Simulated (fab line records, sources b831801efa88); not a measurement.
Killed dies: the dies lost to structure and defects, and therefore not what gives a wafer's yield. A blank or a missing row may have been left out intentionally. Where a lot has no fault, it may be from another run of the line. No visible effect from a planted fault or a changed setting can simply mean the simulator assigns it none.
The tool behind it: which one? ; flow sky130 ; 6 lots with 18 wafers sampled at 3 steps, on a route of 708 steps

== WHAT THE GAUGES SHOWED, per wafer ==
SKY_RES_PROTECT_TW_MEAS_08.
lot;measured;on;POLY_GATE_TW
L734;day 16 17:44;film_metro-02;4070 4062 4053
L737;day 17 02:07;film_metro-03;4102 4113 4087
L740;day 18 02:56;film_metro-03;4093 4094 4103
L743;day 19 15:16;film_metro-02;30 30 30
L747;day 21 00:49;film_metro-02;4086 4085 4076
L753;day 22 17:29;film_metro-01;4025 4017 4004

== EACH LOT AND THE TOOL THAT RAN IT (in order: tool; ch and the chambers of the sampled wafers; start) ==
lot;SKY_FIELD_ISO_ETCH_15;SKY_RES_PROTECT_EXPOSE_04
L734;rie_diel-02 ch 0,1,2, day 3 00:40;iline_stepper-02 ch 0, day 16 02:55
L737;rie_diel-03 ch 1,2,3, day 3 11:27;iline_stepper-02 ch 0, day 16 11:48
L740;rie_diel-03 ch 2,3, day 4 03:03;iline_stepper-02 ch 0, day 17 11:38
L743;rie_diel-02 ch 1,2, day 4 20:04;iline_stepper-02 ch 0, day 19 00:10
L747;rie_diel-04 ch 0,1,2, day 5 17:06;iline_stepper-02 ch 0, day 20 09:20
L753;rie_diel-02 ch 0,1,3, day 7 00:18;iline_stepper-02 ch 0, day 22 02:05
- SKY_FIELD_ISO_ETCH_15: etches the open film in CHF3/O2, stops on Si, target depth 180 nm, time 72 s.
- SKY_RES_PROTECT_EXPOSE_04: exposes mask RPM, target cd 1270 nm.

== THE ANSWER, worked out from the rows above alone ==
Rule: the usual values come from the lots themselves. The widest of any qualifying gaps counts: lots, ordered by their means at a reading, are off when they make up no more than a third of the lots, leave a main group of 4 or more, and stand apart from it by 3 or more times the standard deviation of that group's means. Not used: any main group whose means are identical at the precision the tables above print for the reading. Also off: a lot with no number at a reading for which 4 or more lots have one. The other lots that the step has rows for count as sound.
Off: L743, seen at SKY_RES_PROTECT_TW_MEAS_08 (POLY_GATE_TW). For the main group the mean is 4071 and the standard deviation 31.
If a tool, at a process step before that reading, ran all the lots that are off and no sound lot after the first of them, it fits. The gauges at SKY_RES_PROTECT_TW_MEAS_08 are tried like those tools. Not one of the candidates tried fits.

== WHAT HAD BEEN PUT IN BY THE SIMULATOR ==
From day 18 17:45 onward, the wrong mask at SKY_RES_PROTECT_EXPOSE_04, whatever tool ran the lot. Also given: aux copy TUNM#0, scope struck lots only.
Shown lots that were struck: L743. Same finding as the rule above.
